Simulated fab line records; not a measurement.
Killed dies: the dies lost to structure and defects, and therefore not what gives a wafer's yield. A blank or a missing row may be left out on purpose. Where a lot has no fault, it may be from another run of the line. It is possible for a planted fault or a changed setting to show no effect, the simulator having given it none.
What tool caused it? -- flow sky130 -- Sampling: 12 lots, 36 wafers, 6 of 708 route steps

== WHAT THE GAUGES READ, wafer by wafer ==
SKY_FIELD_ISO_BOW_MEAS_00.
lot,measured,on,INCOMING_BOW (um)
L300,day 1 10:00,filmMetro-02,5 2 2
L302,day 1 20:00,filmMetro-01,-1 7 6
L303,day 2 01:02,filmMetro-01,-10 1 20
L304,day 2 06:02,filmMetro-02,-2 -6 0
L305,day 2 11:00,filmMetro-02,-8 2 -3
L314,day 4 08:02,filmMetro-01,-9 -7 -11
L315,day 4 13:00,filmMetro-01,7 8 -12
L316,day 4 18:01,filmMetro-03,-4 15 -10
L317,day 4 23:00,filmMetro-02,-2 -3 5
L320,day 5 14:01,filmMetro-03,-10 -11 -7
L322,day 6 00:00,filmMetro-01,6 2 1
L323,day 6 05:01,filmMetro-02,9 -9 -3

SKY_FIELD_ISO_THK_MEAS_23.
lot,measured,on,FIELD_ISO_OXIDATION_01_THK (nm)
L300,day 2 07:07,filmMetro-01,9.86 9.81 9.83
L302,day 2 18:12,filmMetro-01,10.15 10.13 10.07
L303,day 3 02:19,filmMetro-02,9.71 9.74 9.70
L304,day 3 07:36,filmMetro-02,10.03 9.90 9.98
L305,day 3 10:17,filmMetro-03,9.90 10.12 9.87
L314,day 5 09:50,filmMetro-02,9.95 9.73 9.71
L315,day 5 20:59,filmMetro-01,9.99 9.96 10.00
L316,day 5 20:59,filmMetro-02,9.65 9.79 9.73
L317,day 6 08:15,filmMetro-02,9.97 10.01 9.84
L320,day 6 20:53,filmMetro-01,9.91 9.90 10.19
L322,day 7 06:28,filmMetro-03,10.08 10.27 10.01
L323,day 7 10:41,filmMetro-02,10.17 10.10 10.09

SKY_PWDE_TW_MEAS_10.
lot,measured,on,PWDE_TW
L300,day 3 19:13,filmMetro-02,369 370 370
L302,day 4 14:44,filmMetro-02,370 369 369
L303,day 5 00:10,filmMetro-03,377 376 377
L304,day 5 04:55,filmMetro-02,375 373 375
L305,day 5 04:10,filmMetro-04,376 376 377
L314,day 7 13:13,filmMetro-04,377 373 366
L315,day 8 04:26,filmMetro-03,379 378 377
L316,day 8 05:23,filmMetro-03,377 378 379
L317,day 8 15:31,filmMetro-04,375 376 375
L320,day 9 01:10,filmMetro-03,377 375 378
L322,day 9 07:32,filmMetro-03,378 379 378
L323,day 9 11:19,filmMetro-03,376 378 379

SKY_NWELL_RS_MEAS_31: measurement is done with a four-point probe.
lot,measured,on,PWDE_RS (ohm/sq)
L300,day 5 07:46,filmMetro-03,5286 5284 5283
L302,day 6 03:22,filmMetro-02,5288 5294 5292
L303,day 6 12:21,filmMetro-04,5294 5289 5291
L304,day 6 17:45,filmMetro-04,5286 5279 5277
L305,day 6 16:11,filmMetro-02,5262 5238 5250
L314,day 9 08:23,filmMetro-03,5278 5265 5612
L315,day 9 23:25,filmMetro-04,5295 5281 5284
L316,day 10 00:26,filmMetro-04,5276 5294 5272
L317,day 10 11:52,filmMetro-02,5289 5286 5279
L320,day 10 22:44,filmMetro-03,5272 5276 5286
L322,day 11 05:41,filmMetro-03,5273 5250 5255
L323,day 11 09:47,filmMetro-04,5298 5285 5296

SKY_VT_ADJUST_HVTP_CD_MEAS_07: the cd target is 380 nm.
lot,measured,on,cdNm (nm)
L300,day 6 01:16,cdSem-01,380.5 381.3 380.0
L302,day 6 21:38,cdSem-02,374.8 372.9 374.1
L303,day 7 05:41,cdSem-01,378.0 378.8 380.6
L304,day 7 11:41,cdSem-01,378.3 378.6 379.7
L305,day 7 11:02,cdSem-01,378.2 377.9 378.8
L314,day 10 06:14,cdSem-01,381.0 381.7 380.5
L315,day 10 21:43,cdSem-02,378.6 382.3 377.0
L316,day 10 22:18,cdSem-02,382.8 382.6 382.7
L317,day 11 11:13,cdSem-02,382.4 380.1 378.6
L320,day 11 21:48,cdSem-01,382.5 382.4 383.7
L322,day 12 05:41,cdSem-01,383.7 384.4 385.1
L323,day 12 10:00,cdSem-02,381.9 382.6 381.5

== WHAT TOOL EACH LOT RAN ON (gives the tool, then ch and the chambers of the sampled wafers, and finally the start) ==
lot,SKY_PWDE_IMPLANT_08
L300,"implanter-02 ch 0, day 3 18:58"
L302,"implanter-04 ch 0, day 4 14:29"
L303,"implanter-03 ch 0, day 4 23:56"
L304,"implanter-02 ch 0, day 5 04:41"
L305,"implanter-04 ch 0, day 5 03:55"
L314,"implanter-02 ch 0, day 7 12:59"
L315,"implanter-04 ch 0, day 8 04:11"
L316,"implanter-03 ch 0, day 8 05:09"
L317,"implanter-03 ch 0, day 8 15:16"
L320,"implanter-04 ch 0, day 9 00:56"
L322,"implanter-03 ch 0, day 9 07:17"
L323,"implanter-04 ch 0, day 9 11:05"
- SKY_PWDE_IMPLANT_08

== WHAT THE TOOLS THEMSELVES READ (means of the sampled wafers that have a number; where no wafer has one, the mark that the record gives instead) ==
SKY_PWDE_IMPLANT_08.
lot,tool,doseIonsCm2,faradayCurrentUA
L300,implanter-02,3.6e+12,19.7
L302,implanter-04,3.6e+12,20.4
L303,implanter-03,3.6e+12,20.1
L304,implanter-02,3.6e+12,20.3
L305,implanter-04,3.6e+12,20.5
L314,implanter-02,3.6e+12,20.3
L315,implanter-04,3.6e+12,20.5
L316,implanter-03,3.6e+12,20.7
L317,implanter-03,3.6e+12,20.2
L320,implanter-04,3.6e+12,19.9
L322,implanter-03,3.6e+12,20.5
L323,implanter-04,3.6e+12,19.9

== THE ANSWER, worked out from the rows above alone ==
Rule: usual is defined by the lots themselves. The widest of any qualifying gaps counts: lots, ordered by their means at a reading, are off when they make up no more than a third of the lots, leave a main group of 4 or more, and stand apart from it by 3 or more times the standard deviation of that group's means. A main group is skipped when, at the precision printed for the reading in the tables above, its means are all equal. A lot without any number at a reading at which 4 lots or more have one is off too. Where the step has rows for the other lots, those lots are counted as sound. First the gauges in route order, then the tools' own readings, where a lot's mean is used as printed above. At the first step where some lot is off, the reading lying furthest off is the one used; lots without a number count as furthest.
Off: L314, at SKY_NWELL_RS_MEAS_31 (PWDE_RS). Main group: mean 5280 ohm/sq, sd 13.
A tool fits if, at a process step before that reading, it ran every lot that is off, and no sound lot after the first of them. Gauges at SKY_NWELL_RS_MEAS_31: tried the same way as those tools. One fits: implanter-02 at SKY_PWDE_IMPLANT_08. A fault onset in the window from L304 (day 5 04:41, its last sound lot) to L314 (day 7 12:59, its first lot off) fits.

== WHAT THE SIMULATOR HAD INSERTED ==
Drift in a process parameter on implanter-02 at SKY_PWDE_IMPLANT_08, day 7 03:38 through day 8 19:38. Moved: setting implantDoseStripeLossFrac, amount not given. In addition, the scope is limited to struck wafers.
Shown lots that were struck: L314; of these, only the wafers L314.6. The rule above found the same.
